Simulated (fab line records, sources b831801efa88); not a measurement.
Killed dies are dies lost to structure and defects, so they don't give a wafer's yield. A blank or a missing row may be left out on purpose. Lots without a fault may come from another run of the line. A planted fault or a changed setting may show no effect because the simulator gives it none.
fab line records | flow sky130
record lots=7 wafers=21 last_day=50
route steps=708 shown PWDE@52 NWELL@56 PAD_OPEN@708
lots that met no fault: from a run of the same line without faults
start_h: hours from the record's first day to the start of the lot's first wafer shown | wait_h: hours since the lot's step before | " the same as in the row above | L1.1+2: a row that stands for several wafers | - no value, or no start given | * or withheld: withheld | < > ~ a bound
route shown NAME@n: a module of which the file shows steps, and the number in the route of the first | usual: mean/standard deviation of fault-free wafers | same: alike in all rows | chamber/n: place in a boat | sites: the reading at each site | _std_site: their standard deviation | _edge_site: outer sites' mean less inner sites' | radius_mm: how far each site lies from the wafer's centre | mask NAME#n: copy n | behind: the tool/chamber that last shaped the wafer | hold: why the lot was held/for how many hours/how that ended | device: the transistor (n, p or np) that didn't switch | end of line: the same wafers' tests at the end of the route | a step without rows: its recipe alone | killed: dies lost to structure and defects at the first sort, not the wafer's yield | map: a wafer's dies, x killed, . not, _ none there
set.NAME: the setting as run; set.NAME@STEP: as run at that earlier step | model.NAME: the simulator's own value behind a step, which no gauge read
lots at some steps of the route; a table a step, a row a wafer
services: from which hour (start_h, from the record's first day; less than 0 if before it) a tool's chamber was out of use, for how many hours, and why
## steps
# step SKY_PWDE_OVL_MEAS_07
# usual PWDE_OVL=-1.2/1.3
# columns lot.wafer tool chamber start_h wait_h PWDE_OVL[nm]
L898.4 overlay-01 - 103.83 - -3.9
L898.5 " - " " -3.2
L898.6 " - " " -1.2
L902.2 overlay-01 - 126.76 - -4.1
L902.5 " - " " -2.6
L902.6 " - " " -1.4
L904.1 overlay-02 - 134.86 - -2.5
L904.3 " - " " -3.4
L904.6 " - " " -1.2
L906.2 overlay-02 - 146.76 - 0.7
L906.3 " - " " -0.7
L906.4 " - " " -2.6
L908.1 overlay-02 - 159.66 - 0.1
L908.5 " - " " 0.1
L908.6 " - " " -0.7
L910.1 overlay-02 - 171.56 - 1.4
L910.2 " - " " 0.6
L910.4 " - " " 1.3
L914.2 overlay-02 - 195.71 - -0.2
L914.5 " - " " -0.5
L914.6 " - " " -1.5
# step SKY_PWDE_IMPLANT_08
# recipe species=B energy_kev=152.6 dose_cm2=3.6e+12 tilt_deg=withheld
# step SKY_PWDE_STRIP_09
# recipe chemistry=O2/N2 power_w=1400 pressure_mtorr=1500 platen_temp_c=withheld o2_flow_sccm=3000 n2_flow_sccm=300 overash_fraction=0.5
# usual drypump_motor_current_A=6.0/0.36 oes_product_au=0.723/0.0044 strip_time_to_endpoint_s=36.92/0.1
# columns lot.wafer tool chamber start_h wait_h drypump_motor_current_A oes_product_au rf_hours_counter_h strip_time_to_endpoint_s
L898.4 plasma_asher-02 1 104.03 0.1 5.2 0.723 - 36.76
L898.5 " 1 " " 5.2 0.721 - 36.87
L898.6 " 0 " " 6.3 0.724 - 36.86
L902.2 plasma_asher-01 0 126.94 0.1 6.2 0.724 32 36.92
L902.5 " 1 " " 5.9 0.725 - 37.06
L902.6 " 0 " " 6.2 0.723 - 36.91
L904.1 plasma_asher-01 1 135.04 0.1 5.9 0.724 33 36.73
L904.3 " 0 " " 6.2 0.713 - 36.69
L904.6 " 1 " " 5.9 0.722 - 36.77
L906.2 plasma_asher-04 1 146.94 0.1 6.2 0.730 45 37.05
L906.3 " 1 " " 6.2 0.727 - 37.05
L906.4 " 0 " " 6.1 0.727 - 37.20
L908.1 plasma_asher-02 1 159.84 0.1 5.2 0.721 4 36.80
L908.5 " 1 " " 5.2 0.729 - 36.81
L908.6 " 0 " " 6.3 0.714 - 36.87
L910.1 plasma_asher-04 1 171.74 0.1 6.2 0.725 48 36.87
L910.2 " 0 " " 6.1 0.721 48 36.90
L910.4 " 1 " " 6.2 0.728 - 36.89
L914.2 plasma_asher-02 1 195.89 0.1 5.2 0.725 8 36.72
L914.5 " 1 " " 5.2 0.725 - 36.79
L914.6 " 0 " " 6.3 0.731 - 36.74
# step SKY_PWDE_TW_MEAS_10
# usual PWDE_TW=374.9/1.6
# columns lot.wafer tool chamber start_h wait_h PWDE_TW
L898.4 film_metro-03 - 104.13 0.1 375.5
L898.5 " - " " 374.3
L898.6 " - " " 377.9
L902.2 film_metro-03 - 127.05 0.1 375.1
L902.5 " - " " 374.2
L902.6 " - " " 375.1
L904.1 film_metro-03 - 135.14 0.1 375.1
L904.3 " - " " 374.5
L904.6 " - " " 375.2
L906.2 film_metro-02 - 147.05 0.1 376.3
L906.3 " - " " 375.9
L906.4 " - " " 376.5
L908.1 film_metro-03 - 159.94 0.1 376.0
L908.5 " - " " 376.5
L908.6 " - " " 375.4
L910.1 film_metro-01 - 171.84 0.1 374.8
L910.2 " - " " 375.7
L910.4 " - " " 375.5
L914.2 film_metro-03 - 196.00 0.1 375.9
L914.5 " - " " 374.2
L914.6 " - " " 375.3
# step SKY_NWELL_DEHYDRATE_03
# recipe temp_c=200 time_s=60
# step SKY_NWELL_HMDS_04
# recipe prime_time_s=60 prime_temp_c=120
# step SKY_NWELL_COAT_05
# recipe spin_rpm=2000 resist_thk_nm=3000
# step SKY_NWELL_SOFTBAKE_06
# recipe temp_c=110 time_s=withheld
# step SKY_NWELL_EXPOSE_07
# recipe mask_id=NWM na=0.6 source_shape=conventional sigma_outer=0.6 polarization=unpolarized target_cd_nm=840 dose_mj=255
# step SKY_NWELL_PEB_08
# recipe temp_c=115 time_s=withheld
# step SKY_NWELL_DEVELOP_09
# recipe wall_angle_deg=90 developer=TMAH develop_time_s=60 dev_temp_c=23
# step SKY_NWELL_OVL_MEAS_10
# usual NWELL_00_OVL=0.4/1.6
# columns lot.wafer tool chamber start_h wait_h NWELL_00_OVL[nm]
L898.4 overlay-02 - 122.38 - -1.5
L898.5 " - " " -1.0
L898.6 " - " " -0.1
L902.2 overlay-02 - 145.72 - 1.6
L902.5 " - " " 2.1
L902.6 " - " " -0.5
L904.1 overlay-02 - 153.84 - 2.6
L904.3 " - " " 3.5
L904.6 " - " " 1.3
L906.2 overlay-01 - 166.35 - -0.2
L906.3 " - " " -1.4
L906.4 " - " " 0.2
L908.1 overlay-01 - 179.91 - 1.3
L908.5 " - " " 2.1
L908.6 " - " " 0.1
L910.1 overlay-01 - 192.76 - -0.2
L910.2 " - " " 0.5
L910.4 " - " " 0.3
L914.2 overlay-02 - 217.61 - 3.3
L914.5 " - " " 2.7
L914.6 " - " " 2.2
# step SKY_NWELL_IMPLANT_11
# recipe species=P energy_kev=400 dose_cm2=1.9e+13 tilt_deg=withheld
# usual beam_energy_keV=400.02/0.14 faraday_current_uA=107.3/2
# same implant_ion_amu=31
# columns lot.wafer tool chamber start_h wait_h beam_energy_keV faraday_current_uA model.implant.rp_nm model.implant.drp_nm
L898.4 implanter-02 0 122.47 0.1 399.85 103.6 490.5 116.9
L898.5 " 0 " " 399.81 107.5 490.5 116.9
L898.6 " 0 " " 399.84 105.7 490.5 116.9
L902.2 implanter-02 0 145.77 0.0 307.70 108.0 392.8 103
L902.5 " 0 " " 308.05 110.4 392.8 103
L902.6 " 0 " " 307.85 106.4 392.8 103
L904.1 implanter-02 0 153.88 0.0 307.88 108.7 386.8 103
L904.3 " 0 " " 307.67 107.4 386.8 103
L904.6 " 0 " " 307.86 111.0 386.8 103
L906.2 implanter-02 0 166.40 0.0 307.82 106.0 391.2 103
L906.3 " 0 " " 308.03 106.6 391.2 103
L906.4 " 0 " " 307.86 105.4 391.2 103
L908.1 implanter-04 0 179.95 0.0 400.04 107.1 497.4 116.9
L908.5 " 0 " " 400.03 106.2 497.4 116.9
L908.6 " 0 " " 400.16 103.5 497.4 116.9
L910.1 implanter-01 0 192.80 0.0 399.83 108.1 479.9 116.9
L910.2 " 0 " " 400.02 107.8 479.9 116.9
L910.4 " 0 " " 400.12 103.5 479.9 116.9
L914.2 implanter-01 0 217.66 0.0 400.03 108.3 500.7 116.9
L914.5 " 0 " " 400.13 110.3 500.7 116.9
L914.6 " 0 " " 399.88 109.7 500.7 116.9
# step SKY_NWELL_IMPLANT_12
# recipe species=P energy_kev=120 dose_cm2=1.3e+12 tilt_deg=withheld
# step SKY_NWELL_IMPLANT_13
# recipe species=P energy_kev=50 dose_cm2=7e+11 tilt_deg=withheld
# step SKY_NWELL_STRIP_14
# recipe chemistry=O2/N2 power_w=1400 pressure_mtorr=1500 platen_temp_c=withheld o2_flow_sccm=3000 n2_flow_sccm=300 overash_fraction=0.5
# usual drypump_motor_current_A=6.11/0.21 oes_product_au=0.723/0.0042 strip_time_to_endpoint_s=36.97/0.11
# columns lot.wafer tool chamber start_h wait_h drypump_motor_current_A oes_product_au rf_hours_counter_h strip_time_to_endpoint_s
L898.4 plasma_asher-01 0 122.88 0.1 6.17 0.721 - 37.04
L898.5 " 0 " " 6.17 0.725 - 37.00
L898.6 " 1 " " 5.90 0.721 - 37.05
L902.2 plasma_asher-01 1 146.20 0.1 5.91 0.729 34 36.97
L902.5 " 1 " " 5.91 0.726 - 37.06
L902.6 " 0 " " 6.16 0.721 - 37.08
L904.1 plasma_asher-03 0 154.33 0.1 5.82 0.725 45 36.82
L904.3 " 1 " " 6.49 0.720 - 36.83
L904.6 " 1 " " 6.49 0.720 - 36.83
L906.2 plasma_asher-04 1 166.83 0.1 6.26 0.729 47 36.95
L906.3 " 1 " " 6.23 0.727 - 36.95
L906.4 " 0 " " 6.08 0.725 - 36.94
L908.1 plasma_asher-04 1 180.40 0.1 6.25 0.726 49 37.06
L908.5 " 1 " " 6.24 0.723 - 36.92
L908.6 " 0 " " 6.06 0.727 - 36.99
L910.1 plasma_asher-03 1 193.25 0.1 6.48 0.713 49 36.85
L910.2 " 0 " " 5.81 0.726 49 36.94
L910.4 " 1 " " 6.50 0.723 - 36.91
L914.2 plasma_asher-04 0 218.09 0.1 6.05 0.720 53 37.09
L914.5 " 0 " " 6.08 0.721 - 36.95
L914.6 " 1 " " 6.23 0.723 - 37.08
# step SKY_NWELL_TW_MEAS_15
# usual NWELL_TW=1821/7.9
# columns lot.wafer tool chamber start_h wait_h NWELL_TW
L898.4 film_metro-02 - 122.98 0.1 1818
L898.5 " - " " 1810
L898.6 " - " " 1827
L902.2 film_metro-01 - 146.31 0.1 1751
L902.5 " - " " 1770
L902.6 " - " " 1764
L904.1 film_metro-02 - 154.43 0.1 1769
L904.3 " - " " 1760
L904.6 " - " " 1772
L906.2 film_metro-03 - 166.94 0.1 1767
L906.3 " - " " 1773
L906.4 " - " " 1762
L908.1 film_metro-02 - 180.50 0.1 1820
L908.5 " - " " 1815
L908.6 " - " " 1818
L910.1 film_metro-02 - 193.35 0.1 1836
L910.2 " - " " 1830
L910.4 " - " " 1827
L914.2 film_metro-03 - 218.20 0.1 1823
L914.5 " - " " 1813
L914.6 " - " " 1818
# step SKY_NWELL_DEHYDRATE_16
# recipe temp_c=200 time_s=60
# step SKY_NWELL_HMDS_17
# recipe prime_time_s=60 prime_temp_c=120
# step SKY_NWELL_COAT_18
# recipe spin_rpm=2000 resist_thk_nm=3000
# step SKY_NWELL_SOFTBAKE_19
# recipe temp_c=110 time_s=withheld
# step SKY_NWELL_EXPOSE_20
# recipe mask_id=NWM_COMPLEMENT na=0.6 source_shape=conventional sigma_outer=0.6 polarization=unpolarized target_cd_nm=840 dose_mj=260
# step SKY_NWELL_PEB_21
# recipe temp_c=115 time_s=withheld
# step SKY_NWELL_DEVELOP_22
# recipe wall_angle_deg=90 developer=TMAH develop_time_s=60 dev_temp_c=23
# step SKY_NWELL_OVL_MEAS_23
# usual NWELL_01_OVL=0.8/1.4
# columns lot.wafer tool chamber start_h wait_h NWELL_01_OVL[nm]
L898.4 overlay-01 - 141.13 - 1.6
L898.5 " - " " -1.0
L898.6 " - " " -1.7
L902.2 overlay-02 - 166.02 - 0.6
L902.5 " - " " -0.3
L902.6 " - " " -0.1
L904.1 overlay-02 - 173.96 - 1.9
L904.3 " - " " 2.3
L904.6 " - " " 1.9
L906.2 overlay-01 - 187.81 - 2.2
L906.3 " - " " 1.4
L906.4 " - " " 2.1
L908.1 overlay-01 - 202.25 - -1.2
L908.5 " - " " -0.2
L908.6 " - " " -0.9
L910.1 overlay-01 - 214.90 - -1.3
L910.2 " - " " -1.6
L910.4 " - " " -0.7
L914.2 overlay-02 - 240.17 - -0.3
L914.5 " - " " 1.0
L914.6 " - " " 0.5
# step SKY_NWELL_IMPLANT_24
# recipe species=B energy_kev=137.8 dose_cm2=9.2e+12 tilt_deg=withheld
# step SKY_NWELL_STRIP_25
# recipe chemistry=O2/N2 power_w=1400 pressure_mtorr=1500 platen_temp_c=withheld o2_flow_sccm=3000 n2_flow_sccm=300 overash_fraction=0.5
# usual drypump_motor_current_A=6.12/0.26 oes_product_au=0.722/0.004 strip_time_to_endpoint_s=36.95/0.091
# columns lot.wafer tool chamber start_h wait_h drypump_motor_current_A oes_product_au rf_hours_counter_h strip_time_to_endpoint_s
L898.4 plasma_asher-03 1 141.33 0.1 6.48 0.729 - 37.04
L898.5 " 0 " " 5.82 0.728 - 37.15
L898.6 " 1 " " 6.53 0.716 - 37.02
L902.2 plasma_asher-03 0 166.20 0.1 5.79 0.728 46 36.85
L902.5 " 1 " " 6.53 0.732 - 36.78
L902.6 " 0 " " 5.79 0.723 - 36.77
L904.1 plasma_asher-01 0 174.15 0.1 6.17 0.722 36 37.05
L904.3 " 0 " " 6.14 0.726 - 36.87
L904.6 " 1 " " 5.90 0.723 - 36.92
L906.2 plasma_asher-03 0 187.99 0.1 5.81 0.716 48 36.98
L906.3 " 1 " " 6.48 0.728 - 36.98
L906.4 " 0 " " 5.80 0.725 - 36.85
L908.1 plasma_asher-04 1 202.44 0.1 6.23 0.727 51 36.99
L908.5 " 1 " " 6.22 0.720 - 37.00
L908.6 " 0 " " 6.11 0.725 - 36.99
L910.1 plasma_asher-03 0 215.09 0.1 5.79 0.721 51 37.00
L910.2 " 1 " " 6.48 0.724 51 36.91
L910.4 " 0 " " 5.80 0.718 - 37.05
L914.2 plasma_asher-03 1 240.35 0.1 6.51 0.718 54 36.92
L914.5 " 0 " " 5.80 0.720 - 36.91
L914.6 " 1 " " 6.48 0.723 - 36.93
# step SKY_NWELL_TW_MEAS_26
# usual NWELL_2_TW=497.1/2.2
# columns lot.wafer tool chamber start_h wait_h NWELL_2_TW
L898.4 film_metro-02 - 141.43 0.1 494.0
L898.5 " - " " 496.2
L898.6 " - " " 497.7
L902.2 film_metro-01 - 166.31 0.1 496.6
L902.5 " - " " 493.0
L902.6 " - " " 495.2
L904.1 film_metro-02 - 174.25 0.1 497.2
L904.3 " - " " 497.3
L904.6 " - " " 496.0
L906.2 film_metro-03 - 188.10 0.1 493.7
L906.3 " - " " 497.4
L906.4 " - " " 499.5
L908.1 film_metro-02 - 202.54 0.1 497.4
L908.5 " - " " 495.7
L908.6 " - " " 496.2
L910.1 film_metro-03 - 215.19 0.1 498.3
L910.2 " - " " 496.7
L910.4 " - " " 498.1
L914.2 film_metro-03 - 240.46 0.1 497.9
L914.5 " - " " 500.2
L914.6 " - " " 497.6
# step SKY_NWELL_CLEAN_27
# recipe chemistry=SC1/SC2 mix=1:4:20 temp_c=70 time_s=150 dry=n2_spin
# step SKY_NWELL_RTA_28
# recipe temp_c=1050 time_s=30 idle_temp_c=650 ramp_up_c_per_s=150 ramp_down_c_per_s=90 ambient=N2
# usual lamp_power_pct=25.30/0.055 wafer_temp_C_max=1054.8/1
# columns lot.wafer tool chamber start_h wait_h lamp_power_pct wafer_temp_C_max
L898.4 rtp_anneal-02 0 141.56 0.1 25.31 1053.9
L898.5 " 0 " " 25.36 1054.1
L898.6 " 0 " " 25.16 1056.4
L902.2 rtp_anneal-02 0 166.42 0.0 25.22 1054.2
L902.5 " 0 " " 25.26 1055.4
L902.6 " 0 " " 25.39 1053.9
L904.1 rtp_anneal-02 0 174.36 0.0 25.34 1055.0
L904.3 " 0 " " 25.29 1054.7
L904.6 " 0 " " 25.34 1055.9
L906.2 rtp_anneal-02 0 188.22 0.0 25.43 1054.3
L906.3 " 0 " " 25.30 1055.5
L906.4 " 0 " " 25.23 1055.1
L908.1 rtp_anneal-01 0 202.65 0.0 25.30 1053.4
L908.5 " 0 " " 25.33 1054.6
L908.6 " 0 " " 25.38 1054.7
L910.1 rtp_anneal-01 0 215.30 0.0 25.30 1054.3
L910.2 " 0 " " 25.36 1054.5
L910.4 " 0 " " 25.32 1055.3
L914.2 rtp_anneal-02 0 240.58 0.0 25.23 1053.9
L914.5 " 0 " " 25.30 1054.3
L914.6 " 0 " " 25.32 1055.1
# step SKY_NWELL_RS_MEAS_29
# recipe thk_meas_gauge=four-point-probe
# usual NWELL_RS=624.8/1.5
# columns lot.wafer tool chamber start_h wait_h NWELL_RS[ohm/sq]
L898.4 film_metro-02 - 141.67 0.1 624.8
L898.5 " - " " 624.1
L898.6 " - " " 621.5
L902.2 film_metro-02 - 166.53 0.1 669.2
L902.5 " - " " 667.9
L902.6 " - " " 669.1
L904.1 film_metro-01 - 174.46 0.1 668.1
L904.3 " - " " 667.2
L904.6 " - " " 666.1
L906.2 film_metro-01 - 188.32 0.1 666.1
L906.3 " - " " 666.2
L906.4 " - " " 667.2
L908.1 film_metro-02 - 202.75 0.1 625.2
L908.5 " - " " 625.9
L908.6 " - " " 625.9
L910.1 film_metro-02 - 215.40 0.1 625.7
L910.2 " - " " 623.8
L910.4 " - " " 623.1
L914.2 film_metro-02 - 240.68 0.1 626.0
L914.5 " - " " 625.7
L914.6 " - " " 626.9
# step SKY_PAD_OPEN_PROBE_99
# usual killed_at_M0_to_M3=43/6.6 killed_at_M4_up=3.4/1.8 killed_at_contacts=24/5.7 killed_at_front_end=15/4.2 killed_at_other=0.3/0.58 killed_dies=86/8 killed_open=46/7.2 killed_short=39/5.8
# same gross_dies=492 killed_at_back_side=0
# columns lot.wafer tool chamber start_h wait_h killed_at_M0_to_M3 killed_at_M4_up killed_at_contacts killed_at_front_end killed_at_other killed_dies killed_open killed_short model.etest.pfet_16v.r_on_ohm_um model.etest.res_nwell.line_ohm_um model.etest.res_nwell.rs_ohm_sq model.etest.nfet_16v.r_on_ohm_um model.etest.pfet_g5v0d10v5.r_on_ohm_um model.etest.tip_p_5v.rs_ohm_sq model.etest.tip_p.rs_ohm_sq model.etest.res_iso_pwell.width_nm
L898.4 prober-02 - 1122.43 0.2 38 2 21 13 1 75 38 36 1.528e+04 1161 972.3 1.386e+04 4654 2835 6827 2638
L898.5 prober-02 - 1122.48 0.2 43 4 21 18 1 87 53 33 1.55e+04 1177 990 1.398e+04 4657 2873 6799 2658
L898.6 prober-02 - 1122.53 0.2 49 3 24 13 0 89 42 45 1.566e+04 1165 986.2 1.395e+04 4709 2873 6821 2639
L902.2 prober-02 - 1152.33 0.1 42 5 33 13 1 94 49 45 1.601e+04 2316 1810 1.466e+04 4882 3151 6992 2719
L902.5 prober-02 - 1152.48 0.2 32 1 23 17 0 73 40 33 1.61e+04 2255 1759 1.454e+04 4900 3154 6970 2714
L902.6 prober-02 - 1152.53 0.2 53 3 29 12 0 97 51 45 1.58e+04 2112 1660 1.42e+04 4825 3126 7006 2703
L904.1 prober-02 - 1156.37 0.1 45 1 28 13 2 89 45 42 1.719e+04 2703 2113 1.552e+04 5039 3176 7278 2715
L904.3 prober-02 - 1156.47 0.2 44 3 32 14 1 94 56 38 1.655e+04 2466 1920 1.507e+04 5052 3183 7210 2704
L904.6 prober-02 - 1156.62 0.2 32 6 28 11 2 79 45 33 1.681e+04 2484 1967 1.508e+04 5052 3170 7288 2694
L906.2 prober-02 - 1164.48 0.1 42 4 23 12 1 82 53 29 1.675e+04 2497 1969 1.527e+04 5152 3140 7087 2707
L906.3 prober-02 - 1164.53 0.2 38 4 33 18 0 93 54 39 1.644e+04 2311 1810 1.494e+04 5113 3151 7014 2682
L906.4 prober-02 - 1164.58 0.2 42 6 28 13 0 89 54 35 1.68e+04 2445 1912 1.517e+04 5109 3152 7105 2708
L908.1 prober-02 - 1174.58 0.1 43 2 26 17 0 88 55 33 1.481e+04 1105 916.1 1.395e+04 4763 2852 6991 2668
L908.5 prober-02 - 1174.78 0.2 50 5 16 16 0 87 43 44 1.495e+04 1121 934.9 1.402e+04 4768 2865 6868 2663
L908.6 prober-02 - 1174.83 0.2 50 3 22 11 0 86 42 44 1.538e+04 1156 954.2 1.421e+04 4855 2835 6930 2642
L910.1 prober-01 - 1185.88 0.1 47 5 21 10 1 84 43 41 1.489e+04 1186 972 1.379e+04 4831 2890 6808 2673
L910.2 prober-01 - 1185.93 0.1 30 2 21 15 1 69 36 33 1.534e+04 1244 1035 1.387e+04 4884 2894 6813 2664
L910.4 prober-01 - 1186.03 0.2 33 3 24 21 1 82 48 33 1.535e+04 1241 1028 1.388e+04 4838 2874 6873 2650
L914.2 prober-01 - 1200.08 0.1 46 4 22 12 1 85 45 40 1.548e+04 1128 949.1 1.444e+04 4850 2854 6795 2637
L914.5 prober-01 - 1200.23 0.2 46 3 19 23 0 91 44 46 1.508e+04 1114 933.2 1.444e+04 4801 2872 6806 2659
L914.6 prober-01 - 1200.28 0.2 40 3 21 12 1 77 44 32 1.453e+04 1084 893.1 1.419e+04 4805 2866 6710 2659
# killed by level:class
L898.4 VIA2:geometric_particle:open=7 CONTACT:geometric_particle:open=7 FIELD_ISO:geometric_particle:short=6 VIA3:geometric_particle:open=6 VIA1:geometric_particle:short=5 VIA1:geometric_particle:open=5 METAL2:geometric_particle:short=5 VIA2:geometric_particle:short=4
L898.5 VIA1:geometric_particle:open=15 LI_CONTACT:geometric_particle:open=8 VIA2:geometric_particle:open=7 POLY_GATE:geometric_particle:short=6 VIA3:geometric_particle:open=6 VIA2:geometric_particle:short=5 POLY_GATE:geometric_particle:open=4 LOCAL_INTERCONNECT:geometric_particle:short=4
L898.6 VIA1:geometric_particle:open=10 VIA2:geometric_particle:open=9 VIA1:geometric_particle:short=8 CONTACT:geometric_particle:open=7 METAL2:geometric_particle:short=7 LI_CONTACT:geometric_particle:open=5 LOCAL_INTERCONNECT:geometric_particle:short=5 CONTACT:geometric_particle:short=5
L902.2 CONTACT:geometric_particle:short=10 CONTACT:geometric_particle:open=9 VIA2:geometric_particle:open=8 VIA1:geometric_particle:open=7 VIA3:geometric_particle:open=7 LI_CONTACT:geometric_particle:open=6 FIELD_ISO:geometric_particle:open=5 METAL2:geometric_particle:short=5
L902.5 VIA3:geometric_particle:open=8 LI_CONTACT:geometric_particle:open=7 VIA2:geometric_particle:open=7 METAL2:geometric_particle:short=6 CONTACT:geometric_particle:open=6 FIELD_ISO:geometric_particle:short=5 FIELD_ISO:geometric_particle:open=4 LOCAL_INTERCONNECT:geometric_particle:short=4
L902.6 CONTACT:geometric_particle:open=11 VIA1:geometric_particle:open=8 METAL2:geometric_particle:short=7 VIA2:geometric_particle:open=7 VIA3:geometric_particle:open=7 VIA1:geometric_particle:short=6 LI_CONTACT:geometric_particle:short=5 FIELD_ISO:geometric_particle:short=4
L904.1 VIA1:geometric_particle:open=9 CONTACT:geometric_particle:short=7 CONTACT:geometric_particle:open=7 VIA2:geometric_particle:open=7 METAL2:geometric_particle:short=6 LOCAL_INTERCONNECT:geometric_particle:short=5 FIELD_ISO:geometric_particle:open=4 LI_CONTACT:geometric_particle:open=4
L904.3 CONTACT:geometric_particle:open=13 VIA3:geometric_particle:open=11 VIA1:geometric_particle:open=8 CONTACT:geometric_particle:short=7 METAL1:geometric_particle:short=6 VIA2:geometric_particle:open=6 FIELD_ISO:geometric_particle:short=5 LI_CONTACT:geometric_particle:open=5
L904.6 CONTACT:geometric_particle:open=10 VIA1:geometric_particle:open=7 VIA1:geometric_particle:short=6 FIELD_ISO:geometric_particle:short=5 LI_CONTACT:geometric_particle:short=5 LI_CONTACT:geometric_particle:open=5 VIA2:geometric_particle:open=5 VIA3:geometric_particle:open=5
L906.2 CONTACT:geometric_particle:open=17 VIA1:geometric_particle:open=12 VIA1:geometric_particle:short=7 VIA2:geometric_particle:open=5 VIA3:geometric_particle:open=5 POLY_GATE:geometric_particle:short=4 FIELD_ISO:geometric_particle:short=3 POLY_GATE:geometric_particle:open=3
L906.3 CONTACT:geometric_particle:open=14 LOCAL_INTERCONNECT:geometric_particle:short=11 VIA2:geometric_particle:open=10 VIA1:geometric_particle:open=9 FIELD_ISO:geometric_particle:short=6 FIELD_ISO:geometric_particle:open=5 VIA3:geometric_particle:open=5 LI_CONTACT:geometric_particle:open=4
L906.4 VIA1:geometric_particle:open=16 CONTACT:geometric_particle:open=9 VIA2:geometric_particle:open=8 LI_CONTACT:geometric_particle:open=7 CONTACT:geometric_particle:short=6 METAL4:geometric_particle:short=5 FIELD_ISO:geometric_particle:short=4 FIELD_ISO:geometric_particle:open=4
L908.1 CONTACT:geometric_particle:open=15 VIA1:geometric_particle:open=8 VIA2:geometric_particle:open=7 POLY_GATE:geometric_particle:short=6 LI_CONTACT:geometric_particle:open=6 VIA1:geometric_particle:short=5 METAL2:geometric_particle:short=5 VIA3:geometric_particle:open=5
L908.5 VIA1:geometric_particle:open=14 VIA3:geometric_particle:open=7 CONTACT:geometric_particle:short=6 METAL2:geometric_particle:short=6 VIA2:geometric_particle:open=6 FIELD_ISO:geometric_particle:short=5 SPACER:geometric_particle:short=5 METAL1:geometric_particle:short=5
L908.6 VIA1:geometric_particle:open=13 METAL1:geometric_particle:short=7 LI_CONTACT:geometric_particle:open=6 VIA2:geometric_particle:open=6 LOCAL_INTERCONNECT:geometric_particle:short=5 CONTACT:geometric_particle:short=5 CONTACT:geometric_particle:open=5 VIA1:geometric_particle:short=5
L910.1 VIA3:geometric_particle:open=9 VIA1:geometric_particle:short=9 VIA2:geometric_particle:open=9 LI_CONTACT:geometric_particle:open=6 CONTACT:geometric_particle:open=6 VIA1:geometric_particle:open=6 LI_CONTACT:geometric_particle:short=5 METAL2:geometric_particle:short=5
L910.2 LI_CONTACT:geometric_particle:open=7 METAL2:geometric_particle:short=6 CONTACT:geometric_particle:open=6 METAL1:geometric_particle:short=5 FIELD_ISO:geometric_particle:open=4 FIELD_ISO:geometric_particle:short=4 VIA1:geometric_particle:open=4 POLY_GATE:geometric_particle:short=3
L910.4 VIA1:geometric_particle:open=11 CONTACT:geometric_particle:open=9 POLY_GATE:geometric_particle:short=6 LI_CONTACT:geometric_particle:open=6 VIA3:geometric_particle:open=6 POLY_GATE:geometric_particle:open=5 VIA2:geometric_particle:open=5 LI_CONTACT:geometric_particle:short=4
L914.2 CONTACT:geometric_particle:open=10 METAL2:geometric_particle:short=8 VIA2:geometric_particle:open=8 METAL1:geometric_particle:short=7 VIA1:geometric_particle:open=7 LI_CONTACT:geometric_particle:open=5 VIA2:geometric_particle:short=4 VIA3:geometric_particle:open=4
L914.5 VIA1:geometric_particle:open=10 FIELD_ISO:geometric_particle:short=6 VIA2:geometric_particle:open=6 POLY_GATE:geometric_particle:short=6 LI_CONTACT:geometric_particle:open=6 CONTACT:geometric_particle:open=5 CONTACT:geometric_particle:short=5 VIA1:geometric_particle:short=5
L914.6 CONTACT:geometric_particle:open=8 LI_CONTACT:geometric_particle:open=7 VIA1:geometric_particle:open=7 VIA2:geometric_particle:open=6 FIELD_ISO:geometric_particle:open=5 METAL1:geometric_particle:short=5 VIA1:geometric_particle:short=5 VIA2:geometric_particle:short=5
## services
# columns tool chamber start_h hours kind
implanter-02 - 81.81 1.2 repair
implanter-04 - 87.80 5.0 pm
implanter-04 - 93.00 0.6 repair
plasma_asher-02 - 108.81 9.0 pm
plasma_asher-02 0 108.81 9.0 vent_cycle
plasma_asher-02 1 108.81 9.0 vent_cycle
plasma_asher-03 - 115.15 15.6 pm
plasma_asher-02 - 117.81 2.8 pm
plasma_asher-02 0 117.81 - clean
plasma_asher-02 1 117.81 - clean
implanter-04 - 128.00 1.4 repair
implanter-04 - 144.62 3.9 pm
implanter-01 - 178.25 2.7 pm
rtp_anneal-01 - 195.73 4.4 pm
implanter-02 - 202.68 5.5 repair
implanter-02 - 212.25 2.0 pm
plasma_asher-01 - 214.11 14.6 pm
plasma_asher-02 - 215.06 0.9 repair
plasma_asher-03 - 236.66 2.8 pm
implanter-01 - 238.73 17.3 pm
## key
first_sign step=SKY_NWELL_IMPLANT_11 reading=beam_energy_keV direction=down sigmas=99+ usual=* struck=*
effect step=SKY_NWELL_TW_MEAS_15 reading=NWELL_TW direction=down sigmas=7 usual=1821 struck=1765
effect step=SKY_NWELL_RS_MEAS_29 reading=NWELL_RS direction=up sigmas=28 usual=624.8 struck=667.5
model_effect step=SKY_NWELL_IMPLANT_11 value=implant.rp_nm without=498.9 struck=390.3
model_effect step=SKY_PAD_OPEN_PROBE_99 value=etest.pfet_16v.r_on_ohm_um without=1.519e+04 struck=1.649e+04
met_at SKY_NWELL_IMPLANT_11
struck_wafers L902.2,L902.5,L902.6,L904.1,L904.3,L904.6,L906.2,L906.3,L906.4
tester_left_out L902,L904,L906
onset_between 122.47 145.77
fault kind=process_parameter_drift tool=implanter-02 chamber=- onset_h=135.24 steps=SKY_NWELL_IMPLANT_11 channel=energy_kev offset=* shape=step end_h=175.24 acts_in=* stated=*
# tester_left_out: of these lots the tester's yield and bins aren't shown, on N5 and GAA mostly nor the transistor test; their killed dies are dies lost to structure and defects alone, not to doping, threshold or leakage, so they don't give the yield
